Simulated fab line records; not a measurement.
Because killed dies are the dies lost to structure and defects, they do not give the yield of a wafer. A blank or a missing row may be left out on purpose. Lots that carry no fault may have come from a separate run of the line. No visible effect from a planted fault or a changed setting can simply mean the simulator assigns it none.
What tool caused it?    flow sky130    at 1 step of a route of 708, 7 lots with 21 wafers sampled

WHAT EACH GAUGE READ, for each wafer
SKY_VIA3_RS_MEAS_22: the measuring method here is four-point-probe.
lot   measured      on             VIA3_W_RS (ohm/sq)
L275  day 40 17:10  film-metro-03  0.286 0.297 0.286
L277  day 41 08:07  film-metro-04  0.298 0.291 0.299
L279  day 41 22:33  film-metro-01  0.294 0.289 0.300
L282  day 43 06:08  film-metro-03  0.302 0.301 0.299
L285  day 43 14:07  film-metro-04  0.296 0.290 0.287
L287  day 44 11:10  film-metro-03  0.291 0.305 0.302
L293  day 45 14:43  film-metro-03  0.285 0.289 0.298

WHAT TOOL EACH LOT RAN ON (gives the tool, then ch and the chambers of the sampled wafers, and finally the start)
The record holds no process step before these readings.

THE ANSWER, worked out from the rows above alone
Rule: what is usual is taken from the lots themselves. Put in order of their means at a reading, lots are off if they are a third of the lots or fewer, leave a main group of 4 or more, and stand apart from it by a gap of 3 or more times the standard deviation of the main group's means; of several such gaps the widest counts. The tables above print the reading to a certain number of digits; a main group whose means all agree to those digits is not used. Also off: a lot with no number at a reading for which 4 or more lots have one. The other lots that the step has rows for count as sound.
No lot is off at any reading shown: from this, nothing can be told.

WHAT THE SIMULATOR HAD INSERTED
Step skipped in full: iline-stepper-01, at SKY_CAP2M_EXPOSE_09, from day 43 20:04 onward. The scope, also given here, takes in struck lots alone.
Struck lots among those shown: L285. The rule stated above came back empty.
